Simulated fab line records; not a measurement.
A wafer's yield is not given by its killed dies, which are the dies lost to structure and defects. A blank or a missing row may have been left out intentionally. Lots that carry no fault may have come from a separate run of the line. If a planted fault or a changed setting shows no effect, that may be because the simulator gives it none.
Matching of chambers    flow gf180mcu    GF_V5_CMP_26 on cmp-02: 4 sister chambers
The step polishes, stops on SiO2, t overpolish 15 s, target thk 0 nm. 7 wafers are shown with their chamber, then 6 later ones without.

## WAFERS WITH THEIR CHAMBER
wafer   chamber  motor current A (A)  overpolish run s (s)
L765.3  1        13.2                 14.990
L766.6  3        11.2                 15.011
L777.5  3        11.2                 15.005
L777.6  0        12.1                 14.998
L779.3  2        12.6                 15.005
L779.4  0        12.7                 14.998
L779.6  2        12.8                 15.004

## WAFERS WITH NO CHAMBER GIVEN
wafer   motor current A (A)  overpolish run s (s)
L780.2  13.3                 15.008
L780.3  12.1                 14.993
L780.6  11.1                 15.012
L781.1  10.9                 14.993
L781.2  12.9                 15.001
L781.3  12.7                 14.990

## CHAMBER TAKEN BY EACH
wafer    from the rows above       in truth
L780.2   2                         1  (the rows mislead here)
L780.3   0                         0
L780.6   3                         3
L781.1   can't be placed: 0 or 3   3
L781.2   can't be placed: 2 or 0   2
L781.3   can't be placed: 1 or 0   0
2 of 6 placed correctly. These rows do not allow placing 3 (true chamber among the candidates in 3). 1 placed wrongly.
How it was worked out, from the rows above alone: a wafer's distance from a chamber is the root of the sum, over the readings, of the square of ((its reading less the chamber's mean) divided by the reading's scatter). The wafer belongs to the nearest chamber; if the next one is less than 2 further off, it can't be placed. Each chamber's mean is taken over the wafers shown for it. The scatter: the root of (the sum of the squares of (reading less its chamber's mean) over the shown wafers, divided by (wafers less chambers)).
